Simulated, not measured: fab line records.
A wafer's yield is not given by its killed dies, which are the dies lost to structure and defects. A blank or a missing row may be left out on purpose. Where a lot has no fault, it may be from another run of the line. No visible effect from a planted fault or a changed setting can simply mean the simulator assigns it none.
The tool behind it: which one? / flow gf180mcu / 6 lots with 18 wafers sampled at 2 steps, on a route of 602 steps

== WHAT THE GAUGES READ, wafer by wafer ==
GF_CONTACT_RS_MEAS_25: measures by four-point-probe.
lot=L794; measured=day 17 01:13; on=filmMetro-02; CONTACT_W_RS (ohm/sq)=0.381 0.381 0.383
lot=L796; measured=day 17 21:53; on=filmMetro-03; CONTACT_W_RS (ohm/sq)=0.383 0.385 0.383
lot=L799; measured=day 19 05:13; on=filmMetro-02; CONTACT_W_RS (ohm/sq)=0.385 0.382 0.387
lot=L808; measured=day 22 09:01; on=filmMetro-02; CONTACT_W_RS (ohm/sq)=0.388 0.390 0.260
lot=L810; measured=day 22 22:48; on=filmMetro-03; CONTACT_W_RS (ohm/sq)=0.377 0.375 0.379
lot=L814; measured=day 24 19:22; on=filmMetro-01; CONTACT_W_RS (ohm/sq)=0.386 0.381 0.379

== EACH LOT AND THE TOOL THAT RAN IT (in order: tool; ch and the chambers of the sampled wafers; start) ==
lot=L794; GF_CONTACT_CVD_24=cvdW-01 ch 0, day 17 01:05
lot=L796; GF_CONTACT_CVD_24=cvdW-02 ch 0,1, day 17 21:46
lot=L799; GF_CONTACT_CVD_24=cvdW-02 ch 0, day 19 05:07
lot=L808; GF_CONTACT_CVD_24=cvdW-02 ch 0,1, day 22 08:55
lot=L810; GF_CONTACT_CVD_24=cvdW-01 ch 0,1, day 22 22:42
lot=L814; GF_CONTACT_CVD_24=cvdW-01 ch 0,1, day 24 19:16
- GF_CONTACT_CVD_24: deposits W, target thk 300 nm, time 90.339 s.

== THE ANSWER, worked out from the rows above alone ==
Rule: what is usual is taken from the lots themselves. The widest of any qualifying gaps counts: lots, ordered by their means at a reading, are off when they make up no more than a third of the lots, leave a main group of 4 or more, and stand apart from it by 3 or more times the standard deviation of that group's means. A main group is skipped when, at the precision printed for the reading in the tables above, its means are all equal. A lot without any number at a reading at which 4 lots or more have one is off too. All remaining lots with rows at the step are treated as sound.
Off: L808, at GF_CONTACT_RS_MEAS_25 (CONTACT_W_RS). Mean 0.382 ohm/sq and standard deviation 0.0026 in the main group.
If a tool, at a process step before that reading, ran all the lots that are off and no sound lot after the first of them, it fits. Those tools and the gauges at GF_CONTACT_RS_MEAS_25 are tried in the same way. 2 tools fit, cvdW-02 at GF_CONTACT_CVD_24 and filmMetro-02 at GF_CONTACT_RS_MEAS_25, so this cannot tell which one it is.

== WHAT THE SIMULATOR HAD PUT IN ==
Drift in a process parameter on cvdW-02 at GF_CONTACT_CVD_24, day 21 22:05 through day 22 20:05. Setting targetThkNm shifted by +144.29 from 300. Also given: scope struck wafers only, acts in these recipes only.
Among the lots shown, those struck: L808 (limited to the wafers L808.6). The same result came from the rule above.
